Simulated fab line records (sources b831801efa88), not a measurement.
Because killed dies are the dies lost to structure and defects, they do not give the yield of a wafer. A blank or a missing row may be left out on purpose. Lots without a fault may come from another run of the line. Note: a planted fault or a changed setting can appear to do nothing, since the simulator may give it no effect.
Split-lot trial	flow sfq_line	14 wafers read from 5 lots, route of 325 steps

SPLIT DETAILS
At SFQ_TRILAYER_M0_LITHO_COAT_026 (resist thk 62 nm), the setting spin_rpm was moved away from the recipe's 3000 rpm on 2 of the 14 wafers read, by -6.3% to +5.1%. The other wafers ran this setting at the recipe's value.

FROM THE SPLIT TO THE READING: what the file shows between them, 3 steps
- SFQ_TRILAYER_M0_LITHO_COAT_021: resist thk 600 nm
- SFQ_TRILAYER_M0_LITHO_SOFTBAKE_025
- SFQ_TRILAYER_M0_LITHO_DEVELOP_023: time 60 s

THE READING
etch.depth_nm (the simulator's own value, which no gauge read), in nm, at SFQ_TRILAYER_M0_BARC_OPEN_METAL_ETCH_031 (etches BARC in O2, target depth 125 nm, time 41.7 s). The file gives no usual value for it. Across the 12 wafers here that went through the recipe, the average is 62.04 nm and the standard deviation 0.12 nm.

wafer	tool, chamber at the split	spin_rpm as run, rpm	against the recipe	etch.depth_nm, nm	against lot-mates on the recipe
L074.3	litho_track-03, 0	3000	recipe	62.1	-
L074.6	litho_track-03, 0	3000	recipe	61.85	-
L078.1	litho_track-02, 0	2812	-6.3%	64.12	+2.21
L078.4	litho_track-02, 0	3000	recipe	61.91	-
L079.3	litho_track-01, 0	3154	+5.1%	60.44	-1.62
L079.6	litho_track-01, 0	3000	recipe	62.06	-
L081.2	litho_track-02, 0	3000	recipe	62.04	-
L081.3	litho_track-02, 0	3000	recipe	62.18	-
L081.6	litho_track-02, 0	3000	recipe	61.81	-
L084.1	litho_track-01, 0	3000	recipe	61.97	-
L084.2	litho_track-01, 0	3000	recipe	62.14	-
L084.3	litho_track-01, 0	3000	recipe	62.14	-
L084.4	litho_track-01, 0	3000	recipe	62.14	-
L084.5	litho_track-01, 0	3000	recipe	62.12	-

THE FIT
A straight line over all 14 wafers: etch.depth_nm changes by -0.324 nm for each +1% of spin_rpm; r = -0.99; the points scatter about the line by 0.12 nm.
The same after taking each lot's own level away (the mean of its wafers on the recipe; 14 wafers): -0.338 nm for each +1%; r = -0.99; scatter 0.11 nm.
That fit puts the effect of the largest move of spin_rpm on the reading at 2.1 nm.
The span of the lots' own levels, 61.910 to 62.102 nm, comes to 1.6 times the standard deviation stated above.
The two slopes agree, so the slope changes little with the lot-to-lot level.
Check: with one of the wafers moved furthest among these (-6.3%) left out of the fit, the line predicts +1.98 nm for it against its lot-mates. Against them it came out at +2.21 nm.

THE OTHER SPLITS THESE WAFERS WENT THROUGH
These wafers also went through other splits before the reading. Each is held against what the fit with the lots' levels taken away leaves over:
other split on the same wafers	wafers away from the commonest value	r with etch.depth_nm (lot level and that fit taken away)
SFQ_TRILAYER_L0_DEP_SPUTTER_003 power_w	3	-0.21
SFQ_TRILAYER_L0_LITHO_COAT_005 spin_rpm	4	-0.19
SFQ_TRILAYER_L0_VIA_LITHO_COAT_013 spin_rpm	4	+0.02

THE WHOLE CHAIN: every reading that the file lists as answering this split, in the file's order
step	what it does	reading	change (the file's fit)	r (the file's)
SFQ_TRILAYER_M0_LITHO_COAT_026	resist thk 62 nm	BARC_of_TRILAYER_M0_LITHO_COAT_026.thk_nm (the simulator's own value, which no gauge read)	-0.325 nm for each +1% of the setting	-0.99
SFQ_TRILAYER_M0_BARC_OPEN_METAL_ETCH_031	etches BARC in O2, target depth 125 nm, time 41.7 s	etch.depth_nm (the simulator's own value, which no gauge read)	-0.338 nm for each +1% of the setting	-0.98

THE FILE'S OWN FIT
etch.depth_nm changes by -0.338 nm for each +1% of spin_rpm, r = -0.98.
